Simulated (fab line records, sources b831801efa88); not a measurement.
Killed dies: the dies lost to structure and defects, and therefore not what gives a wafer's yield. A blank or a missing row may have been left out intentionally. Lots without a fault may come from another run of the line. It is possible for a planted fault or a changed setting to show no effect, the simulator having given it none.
fab line records	flow sky130
[record] lots = 12	wafers = 36	lastDay = 50
route steps=708 shown LDD_LDN@296 SPACER@304 POLY_CUT@316 RES_XHIGH@341 PAD_OPEN@708
lots untouched by any fault: they come from a run of this same line in which no faults occurred
startH: start of the lot's first displayed wafer, in hours after the record's first day	waitH: time in hours since the lot's previous step	" the same as in the row above	L1.1+2: a row that stands for several wafers	- no value present, or no start provided	* or withheld: withheld	< > ~ a bound
route shown NAME@n: names a module that has steps shown in the file, with the first one's number in the route	usual: mean/standard deviation of fault-free wafers	same: alike in all rows	chamber/n: place in a boat	sites: per-site readings	_std_site: standard deviation across them	_edge_site: the outer-site mean with the inner-site mean subtracted	radiusMm: how far each site lies from the wafer's centre	mask NAME#n: copy n	behind: the tool/chamber that last shaped the wafer	hold: the reason the lot was held/the length of the hold in hours/how it ended	device: transistor that didn't switch, given as n, p or np	end of line: at the end of the route, the tests of the same wafers	a step given without rows: its recipe and nothing more	killed: the dies lost at the first sort to structure and to defects; this is not the yield of the wafer	map: the dies of a wafer, with x for killed, . for not killed, _ for no die there
set.NAME: setting as actually run; set.NAME@STEP: the setting as run at that earlier step	model.NAME: the simulator's own value behind a step, which no gauge read
a sample of lots followed through the steps of the route, with each step as a table and each wafer as a row
services: the hour from which a tool's chamber was out of use, counted from the record's first day as startH (under 0 if before that day), plus the number of hours and why
[[steps]]
[step SKY_LDD_LDN_OVL_MEAS_07]
[usual] LDD_LDN_OVL = -0.3/1.3
lot.wafer	tool	chamber	startH	waitH	LDD_LDN_OVL[nm]
L566.2	overlay-02	-	516.70	0.1	1.6
L566.4	"	-	"	"	1.4
L566.5	"	-	"	"	2.7
L567.1	overlay-01	-	544.73	0.1	-3.2
L567.5	"	-	"	"	-0.8
L567.6	"	-	"	"	-1.3
L569.1	overlay-02	-	595.99	0.1	1.2
L569.4	"	-	"	"	1.4
L569.6	"	-	"	"	1.8
L570.1	overlay-01	-	596.91	0.1	0.8
L570.3	"	-	"	"	-0.3
L570.6	"	-	"	"	0.7
L571.1	overlay-01	-	609.26	0.1	-0.7
L571.4	"	-	"	"	-0.3
L571.6	"	-	"	"	0.4
L572.2	overlay-01	-	615.29	0.1	-0.8
L572.3	"	-	"	"	1.5
L572.5	"	-	"	"	0.6
L576.4	overlay-01	-	619.02	0.1	-0.5
L576.5	"	-	"	"	-1.4
L576.6	"	-	"	"	0.0
L581.1	overlay-01	-	672.46	0.1	0.9
L581.2	"	-	"	"	0.7
L581.3	"	-	"	"	0.7
L579.2	overlay-02	-	675.51	0.1	-2.4
L579.3	"	-	"	"	-1.7
L579.6	"	-	"	"	-0.2
L587.2	overlay-02	-	709.45	0.1	-1.0
L587.4	"	-	"	"	-2.4
L587.5	"	-	"	"	-2.2
L586.3	overlay-01	-	711.89	0.1	-2.1
L586.4	"	-	"	"	-2.1
L586.5	"	-	"	"	-1.6
L588.1	overlay-01	-	714.51	0.1	-0.9
L588.3	"	-	"	"	1.5
L588.6	"	-	"	"	2.4
[step SKY_SPACER_CVD_00]
[recipe] material = Si3N4	precursor = DCS/NH3	targetThkNm = 43.1	tempC = 770	timeS = 740	pressureMtorr = 250
lot.wafer	tool	chamber	startH	waitH
L566.2+4+5	lpcvd-02	0	518.31	0.8
L567.1+5+6	lpcvd-02	0	545.58	0.0
L569.1+4+6	lpcvd-02	1	597.61	0.8
L570.1+3+6	lpcvd-02	0	598.81	1.1
L571.1+4+6	lpcvd-02	0	610.81	0.7
L572.2+3+5	lpcvd-02	1	616.13	0.0
L576.4+5+6	lpcvd-02	0	619.90	0.0
L581.1+2+3	lpcvd-02	0	674.22	0.9
L579.2+3+6	lpcvd-02	1	676.48	0.1
L587.2+4+5	lpcvd-02	0	710.29	0.0
L586.3+4+5	lpcvd-02	0	712.73	0.0
L588.1+3+6	lpcvd-02	0	716.35	1.0
[step SKY_SPACER_THK_MEAS_01]
[recipe] reads = Si3N4_of_SPACER_CVD_00
[usual] SPACER_CVD_00_THK = 43.0/0.45
lot.wafer	tool	chamber	startH	waitH	SPACER_CVD_00_THK[nm]
L566.2	filmMetro-01	-	519.52	0.0	42.9
L566.4	"	-	"	"	42.4
L566.5	"	-	"	"	42.3
L567.1	filmMetro-01	-	546.78	0.0	42.2
L567.5	"	-	"	"	42.6
L567.6	"	-	"	"	42.4
L569.1	filmMetro-04	-	598.81	0.0	43.0
L569.4	"	-	"	"	43.1
L569.6	"	-	"	"	43.2
L570.1	filmMetro-01	-	600.02	0.0	42.9
L570.3	"	-	"	"	43.0
L570.6	"	-	"	"	43.4
L571.1	filmMetro-03	-	612.02	0.0	43.6
L571.4	"	-	"	"	42.9
L571.6	"	-	"	"	43.5
L572.2	filmMetro-04	-	617.34	0.0	43.3
L572.3	"	-	"	"	43.4
L572.5	"	-	"	"	42.9
L576.4	filmMetro-04	-	621.13	0.0	44.1
L576.5	"	-	"	"	43.8
L576.6	"	-	"	"	43.5
L581.1	filmMetro-04	-	675.43	0.0	42.4
L581.2	"	-	"	"	42.8
L581.3	"	-	"	"	42.4
L579.2	filmMetro-04	-	677.69	0.0	42.9
L579.3	"	-	"	"	43.1
L579.6	"	-	"	"	43.3
L587.2	filmMetro-01	-	711.51	0.0	30.1
L587.4	"	-	"	"	29.7
L587.5	"	-	"	"	30.0
L586.3	filmMetro-04	-	713.96	0.0	31.4
L586.4	"	-	"	"	31.4
L586.5	"	-	"	"	31.5
L588.1	filmMetro-03	-	717.55	0.0	30.9
L588.3	"	-	"	"	31.1
L588.6	"	-	"	"	31.1
[step SKY_SPACER_ETCHBACK_02]
[recipe] chemistry = CH3F/O2	target = Si3N4	stopOn = SiO2	sourceW = 400	biasW = 80	pressureMtorr = 25	ch3fFlowSccm = 40	O2_flow_sccm = 30	timeS = 46.7	targetDepthA = 450
[usual] ch3fFlowSccm = 40.00/0.13	drypumpMotorCurrentA = 5.5/0.45	oesProductAu = 0.855/0.006	throttleValvePct = 10.563/0.0091
lot.wafer	tool	chamber	startH	waitH	ch3fFlowSccm	drypumpMotorCurrentA	oesProductAu	rfHoursCounterH	throttleValvePct
L566.2	rieDiel-01	3	519.57	0.0	40.06	5.8	0.853	9	10.564
L566.4	"	2	"	"	39.97	5.3	0.843	17	10.565
L566.5	"	0	"	"	40.05	5.9	0.856	-	10.561
L567.1	rieDiel-03	0	546.84	0.1	40.34	5.2	0.847	4	10.543
L567.5	"	3	"	"	39.97	6.2	0.855	-	10.561
L567.6	"	2	"	"	40.24	6.0	0.860	-	10.570
L569.1	rieDiel-01	1	598.87	0.1	39.76	5.3	0.849	49	10.558
L569.4	"	3	"	"	40.01	5.8	0.855	10	10.571
L569.6	"	3	"	"	39.85	5.7	0.856	-	10.559
L570.1	rieDiel-02	2	600.08	0.1	40.04	5.8	0.850	46	10.569
L570.3	"	3	"	"	39.91	6.2	0.852	47	10.563
L570.6	"	1	"	"	39.93	5.0	0.859	-	10.553
L571.1	rieDiel-03	2	612.08	0.1	39.89	6.0	0.862	10	10.575
L571.4	"	1	"	"	40.07	5.1	0.851	10	10.556
L571.6	"	1	"	"	39.89	5.1	0.868	-	10.560
L572.2	rieDiel-03	1	617.39	0.0	39.90	5.1	0.851	10	10.553
L572.3	"	2	"	"	40.09	6.0	0.865	10	10.568
L572.5	"	1	"	"	39.77	5.1	0.859	-	10.578
L576.4	rieDiel-03	1	621.16	0.0	40.07	5.1	0.864	10	10.580
L576.5	"	2	"	"	40.17	6.0	0.862	-	10.565
L576.6	"	1	"	"	40.18	5.1	0.857	-	10.567
L581.1	rieDiel-02	3	675.49	0.1	40.07	6.2	0.847	48	10.569
L581.2	"	0	"	"	40.22	5.0	0.850	6	10.540
L581.3	"	1	"	"	40.08	5.0	0.845	14	10.570
L579.2	rieDiel-02	1	677.74	0.0	40.00	5.0	0.843	14	10.561
L579.3	"	2	"	"	39.91	5.8	0.857	48	10.550
L579.6	"	1	"	"	39.85	5.0	0.863	-	10.561
L587.2	rieDiel-02	3	711.56	0.0	39.94	6.2	0.714	49	10.546
L587.4	"	0	"	"	39.96	4.9	0.713	7	10.538
L587.5	"	1	"	"	39.89	5.0	0.704	-	10.554
L586.3	rieDiel-03	2	714.00	0.0	40.13	6.0	0.717	12	10.565
L586.4	"	0	"	"	39.97	5.2	0.728	8	10.559
L586.5	"	1	"	"	39.99	5.1	0.725	-	10.548
L588.1	rieDiel-02	1	717.61	0.1	40.09	5.0	0.722	15	10.536
L588.3	"	2	"	"	39.73	5.7	0.725	48	10.548
L588.6	"	0	"	"	40.22	4.9	0.724	-	10.555
[step SKY_POLY_CUT_OVL_MEAS_09]
[usual] POLY_CUT_OVL = 1/5.2
lot.wafer	tool	chamber	startH	waitH	POLY_CUT_OVL[nm]
L566.2	overlay-02	-	549.76	0.1	3
L566.4	"	-	"	"	0
L566.5	"	-	"	"	7
L567.1	overlay-01	-	576.75	0.1	0
L567.5	"	-	"	"	5
L567.6	"	-	"	"	6
L569.1	overlay-01	-	627.21	0.1	-9
L569.4	"	-	"	"	-9
L569.6	"	-	"	"	1
L570.1	overlay-01	-	628.66	0.1	8
L570.3	"	-	"	"	2
L570.6	"	-	"	"	8
L571.1	overlay-02	-	640.46	0.1	-3
L571.4	"	-	"	"	-7
L571.6	"	-	"	"	-3
L572.2	overlay-01	-	645.87	0.1	4
L572.3	"	-	"	"	-7
L572.5	"	-	"	"	2
L576.4	overlay-02	-	650.23	0.1	1
L576.5	"	-	"	"	-2
L576.6	"	-	"	"	5
L581.1	overlay-01	-	703.96	0.1	-2
L581.2	"	-	"	"	6
L581.3	"	-	"	"	-4
L579.2	overlay-01	-	705.62	0.1	6
L579.3	"	-	"	"	4
L579.6	"	-	"	"	3
L587.2	overlay-01	-	739.11	0.1	2
L587.4	"	-	"	"	2
L587.5	"	-	"	"	6
L586.3	overlay-02	-	742.08	0.1	8
L586.4	"	-	"	"	11
L586.5	"	-	"	"	7
L588.1	overlay-02	-	745.41	0.1	6
L588.3	"	-	"	"	9
L588.6	"	-	"	"	4
[step SKY_RES_XHIGH_TW_MEAS_09]
[usual] RES_XHIGH_TW = 1637/9.5
lot.wafer	tool	chamber	startH	waitH	RES_XHIGH_TW
L566.2	filmMetro-01	-	607.99	0.1	1636
L566.4	"	-	"	"	1638
L566.5	"	-	"	"	1642
L567.1	filmMetro-02	-	634.96	0.1	1623
L567.5	"	-	"	"	1614
L567.6	"	-	"	"	1617
L569.1	filmMetro-01	-	683.91	0.1	1638
L569.4	"	-	"	"	1626
L569.6	"	-	"	"	1618
L570.1	filmMetro-02	-	686.14	0.1	1633
L570.3	"	-	"	"	1639
L570.6	"	-	"	"	1632
L571.1	filmMetro-03	-	697.24	0.1	1642
L571.4	"	-	"	"	1634
L571.6	"	-	"	"	1647
L572.2	filmMetro-01	-	702.47	0.1	1638
L572.3	"	-	"	"	1638
L572.5	"	-	"	"	1643
L576.4	filmMetro-02	-	706.67	0.1	1615
L576.5	"	-	"	"	1624
L576.6	"	-	"	"	1624
L581.1	filmMetro-03	-	758.61	0.1	1640
L581.2	"	-	"	"	1645
L581.3	"	-	"	"	1647
L579.2	filmMetro-01	-	760.95	0.1	1619
L579.3	"	-	"	"	1622
L579.6	"	-	"	"	1628
L587.2	filmMetro-01	-	792.75	0.1	1640
L587.4	"	-	"	"	1650
L587.5	"	-	"	"	1638
L586.3	filmMetro-03	-	796.40	0.1	1643
L586.4	"	-	"	"	1638
L586.5	"	-	"	"	1649
L588.1	filmMetro-01	-	800.21	0.1	1649
L588.3	"	-	"	"	1640
L588.6	"	-	"	"	1651
[step SKY_PAD_OPEN_PROBE_99]
[usual] killed_at_M0_to_M3 = 42/6.4	killed_at_M4_up = 2.9/1.7	killedAtContacts = 25/5.2	killedAtFrontEnd = 16/4.4	killedAtOther = 0.4/0.65	killedDies = 86/9.2	killedOpen = 47/6.6	killedShort = 39/5.8
[same] grossDies = 492	killedAtBackSide = 0
lot.wafer	tool	chamber	startH	waitH	killed_at_M0_to_M3	killed_at_M4_up	killedAtContacts	killedAtFrontEnd	killedAtOther	killedDies	killedOpen	killedShort
L570.1	prober-02	-	1124.46	0.1	48	2	27	17	1	95	44	51
L570.3	prober-02	-	1124.56	0.2	42	0	32	14	0	88	50	38
L570.6	prober-02	-	1124.71	0.2	38	3	25	20	0	86	40	46
L571.1	prober-01	-	1130.42	0.1	40	3	17	13	0	73	37	35
L571.4	prober-01	-	1130.57	0.2	43	2	28	21	0	94	54	40
L571.6	prober-01	-	1130.67	0.2	38	1	22	16	0	77	42	35
L572.2	prober-01	-	1140.99	0.1	40	5	26	16	0	87	47	40
L572.3	prober-01	-	1141.04	0.2	43	3	20	14	0	80	39	41
L572.5	prober-01	-	1141.14	0.2	40	4	21	16	1	82	40	42
L576.4	prober-02	-	1142.59	0.2	38	3	25	12	1	79	43	36
L576.5	prober-02	-	1142.64	0.2	43	4	18	13	1	79	46	33
L576.6	prober-02	-	1142.69	0.2	49	1	28	7	2	87	53	34
L581.1	prober-02	-	1173.66	0.1	43	2	33	12	0	90	54	36
L581.2	prober-02	-	1173.71	0.1	35	1	29	24	1	90	56	34
L581.3	prober-02	-	1173.76	0.2	36	1	33	20	1	91	54	37
L579.2	prober-01	-	1176.67	0.1	47	1	31	11	0	90	52	38
L579.3	prober-01	-	1176.72	0.2	50	6	24	11	0	91	44	47
L579.6	prober-01	-	1176.87	0.2	43	2	16	12	0	73	38	34
L588.1	prober-02	-	1202.01	0.1	44	2	24	17	0	87	49	38
L588.3	prober-02	-	1202.11	0.2	51	1	20	18	0	90	49	41
L588.6	prober-02	-	1202.26	0.2	35	3	29	22	0	89	51	38
// killed by level:class
L570.1 VIA1:geometricParticle:open=11 METAL1:geometricParticle:short=9 LI_CONTACT:geometricParticle:open=8 METAL2:geometricParticle:short=6 VIA3:geometricParticle:open=6 POLY_GATE:geometricParticle:open=5 VIA1:geometricParticle:short=5 LI_CONTACT:geometricParticle:short=5
L570.3 LI_CONTACT:geometricParticle:open=12 VIA1:geometricParticle:open=11 CONTACT:geometricParticle:short=7 CONTACT:geometricParticle:open=7 POLY_GATE:geometricParticle:open=5 VIA2:geometricParticle:open=5 LI_CONTACT:geometricParticle:short=4 METAL2:geometricParticle:short=4
L570.6 POLY_GATE:geometricParticle:open=8 VIA1:geometricParticle:open=8 CONTACT:geometricParticle:open=7 METAL2:geometricParticle:short=6 CONTACT:geometricParticle:short=6 METAL1:geometricParticle:short=6 LI_CONTACT:geometricParticle:open=4 LI_CONTACT:geometricParticle:short=4
L571.1 VIA2:geometricParticle:open=8 LI_CONTACT:geometricParticle:open=6 FIELD_ISO:geometricParticle:open=5 METAL2:geometricParticle:short=5 METAL1:geometricParticle:short=5 VIA3:geometricParticle:open=5 POLY_GATE:geometricParticle:short=4 LOCAL_INTERCONNECT:geometricParticle:short=4
L571.4 CONTACT:geometricParticle:open=11 LI_CONTACT:geometricParticle:open=8 METAL1:geometricParticle:short=8 VIA1:geometricParticle:open=7 VIA3:geometricParticle:open=7 VIA2:geometricParticle:open=6 FIELD_ISO:geometricParticle:short=5 POLY_GATE:geometricParticle:short=5
L571.6 CONTACT:geometricParticle:open=11 VIA1:geometricParticle:open=10 POLY_GATE:geometricParticle:short=5 LI_CONTACT:geometricParticle:open=5 METAL2:geometricParticle:short=5 FIELD_ISO:geometricParticle:open=4 FIELD_ISO:geometricParticle:short=4 METAL1:geometricParticle:short=4
L572.2 CONTACT:geometricParticle:short=11 VIA1:geometricParticle:open=11 VIA3:geometricParticle:open=7 LI_CONTACT:geometricParticle:open=6 CONTACT:geometricParticle:open=5 VIA3:geometricParticle:short=5 FIELD_ISO:geometricParticle:short=4 FIELD_ISO:geometricParticle:open=4
L572.3 VIA1:geometricParticle:open=9 METAL1:geometricParticle:short=6 CONTACT:geometricParticle:open=6 VIA2:geometricParticle:open=6 LOCAL_INTERCONNECT:geometricParticle:short=5 METAL2:geometricParticle:short=5 POLY_GATE:geometricParticle:open=4 LI_CONTACT:geometricParticle:open=4
L572.5 VIA1:geometricParticle:open=12 CONTACT:geometricParticle:open=8 VIA1:geometricParticle:short=7 CONTACT:geometricParticle:short=5 VIA2:geometricParticle:open=5 METAL2:geometricParticle:short=5 FIELD_ISO:geometricParticle:open=4 POLY_GATE:geometricParticle:short=4
L576.4 CONTACT:geometricParticle:open=10 VIA1:geometricParticle:open=8 VIA3:geometricParticle:open=7 METAL1:geometricParticle:short=6 METAL2:geometricParticle:short=6 POLY_GATE:geometricParticle:open=5 LOCAL_INTERCONNECT:geometricParticle:short=5 LI_CONTACT:geometricParticle:open=4
L576.5 VIA1:geometricParticle:open=11 VIA3:geometricParticle:open=8 CONTACT:geometricParticle:open=7 LI_CONTACT:geometricParticle:open=6 FIELD_ISO:geometricParticle:short=5 VIA1:geometricParticle:short=5 METAL1:geometricParticle:short=5 FIELD_ISO:geometricParticle:open=4
L576.6 VIA1:geometricParticle:open=10 CONTACT:geometricParticle:open=9 LI_CONTACT:geometricParticle:open=8 VIA2:geometricParticle:open=8 VIA3:geometricParticle:open=8 METAL2:geometricParticle:short=5 METAL1:geometricParticle:short=4 VIA2:geometricParticle:short=4
L581.1 VIA2:geometricParticle:open=11 LI_CONTACT:geometricParticle:open=9 VIA1:geometricParticle:open=9 LOCAL_INTERCONNECT:geometricParticle:short=7 CONTACT:geometricParticle:open=7 VIA3:geometricParticle:open=5 CONTACT:geometricParticle:short=5 POLY_GATE:geometricParticle:open=4
L581.2 VIA1:geometricParticle:open=14 CONTACT:geometricParticle:open=10 LOCAL_INTERCONNECT:geometricParticle:open=6 FIELD_ISO:geometricParticle:open=5 POLY_GATE:geometricParticle:short=5 POLY_GATE:geometricParticle:open=5 METAL2:geometricParticle:short=5 VIA3:geometricParticle:open=5
L581.3 CONTACT:geometricParticle:open=13 VIA1:geometricParticle:open=9 VIA3:geometricParticle:open=8 LI_CONTACT:geometricParticle:open=6 CONTACT:geometricParticle:short=6 FIELD_ISO:geometricParticle:open=5 FIELD_ISO:geometricParticle:short=4 LOCAL_INTERCONNECT:geometricParticle:short=4
L579.2 VIA1:geometricParticle:open=13 VIA3:geometricParticle:open=10 CONTACT:geometricParticle:open=9 LI_CONTACT:geometricParticle:open=8 LOCAL_INTERCONNECT:geometricParticle:short=6 CONTACT:geometricParticle:short=6 METAL1:geometricParticle:short=6 VIA3:geometricParticle:short=5
L579.3 VIA1:geometricParticle:open=11 METAL2:geometricParticle:short=9 CONTACT:geometricParticle:open=8 VIA2:geometricParticle:open=7 LOCAL_INTERCONNECT:geometricParticle:short=6 LI_CONTACT:geometricParticle:open=6 METAL1:geometricParticle:short=6 VIA1:geometricParticle:short=5
L579.6 VIA3:geometricParticle:open=8 CONTACT:geometricParticle:open=7 VIA1:geometricParticle:short=7 VIA1:geometricParticle:open=6 METAL1:geometricParticle:short=5 METAL2:geometricParticle:short=5 POLY_GATE:geometricParticle:open=4 FIELD_ISO:geometricParticle:open=3
L588.1 VIA1:geometricParticle:open=10 CONTACT:geometricParticle:open=9 METAL1:geometricParticle:short=8 FIELD_ISO:geometricParticle:open=7 LI_CONTACT:geometricParticle:open=7 METAL2:geometricParticle:short=7 VIA3:geometricParticle:open=7 CONTACT:geometricParticle:short=5
L588.3 VIA1:geometricParticle:open=16 METAL1:geometricParticle:short=10 LI_CONTACT:geometricParticle:open=8 CONTACT:geometricParticle:open=7 POLY_GATE:geometricParticle:open=6 METAL2:geometricParticle:short=5 VIA2:geometricParticle:open=5 FIELD_ISO:geometricParticle:short=4
L588.6 CONTACT:geometricParticle:open=16 VIA1:geometricParticle:open=10 FIELD_ISO:geometricParticle:short=6 LI_CONTACT:geometricParticle:open=6 FIELD_ISO:geometricParticle:open=5 CONTACT:geometricParticle:short=5 METAL1:geometricParticle:short=5 METAL2:geometricParticle:short=4
[[services]]
tool	chamber	startH	hours	kind
rieDiel-03	-	522.55	2.8	pm
rieDiel-03	1	525.75	6.0	repair
rieDiel-01	1	528.16	38.7	repair
rieDiel-01	3	542.14	6.7	repair
rieDiel-01	0	544.05	2.5	repair
rieDiel-01	0	566.84	-	clean
rieDiel-01	0	566.84	20.4	scheduledDown
rieDiel-01	0	566.84	20.4	ventCycle
rieDiel-01	-	605.51	1.2	repair
rieDiel-02	1	615.32	3.7	repair
rieDiel-02	3	616.41	3.5	repair
lpcvd-02	-	642.23	0.5	repair
rieDiel-01	-	696.57	2.8	pm
rieDiel-01	-	703.91	14.6	pm
[[key]]
[firstSign] step = SKY_SPACER_THK_MEAS_01	reading = SPACER_CVD_00_THK	direction = down	sigmas = 27	usual = 43.0	struck = 30.8
[effect] step = SKY_SPACER_ETCHBACK_02	reading = oesProductAu	direction = down	sigmas = 22	usual = 0.855	struck = 0.719
metAt SKY_SPACER_CVD_00
struckLots L586,L587,L588
testerLeftOut L586,L587,L588
notActingAt SKY_LDD_LDN_OVL_MEAS_07,SKY_POLY_CUT_OVL_MEAS_09,SKY_RES_XHIGH_TW_MEAS_09
onsetBetween 676.48 710.29
alsoFits time
[fault] kind = processParameterDrift	tool = lpcvd-02	chamber = -	onsetH = 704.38	steps = SKY_SPACER_CVD_00	channel = targetThkNm	offset = -12.118	shape = step	endH = 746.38	actsIn = theseRecipesOnly	stated = 43.1
// testerLeftOut: of these lots the tester's yield and bins aren't shown, on N5 and GAA mostly nor the transistor test; their killed dies are dies lost to structure and defects alone, not to doping, threshold or leakage, so they don't give the yield
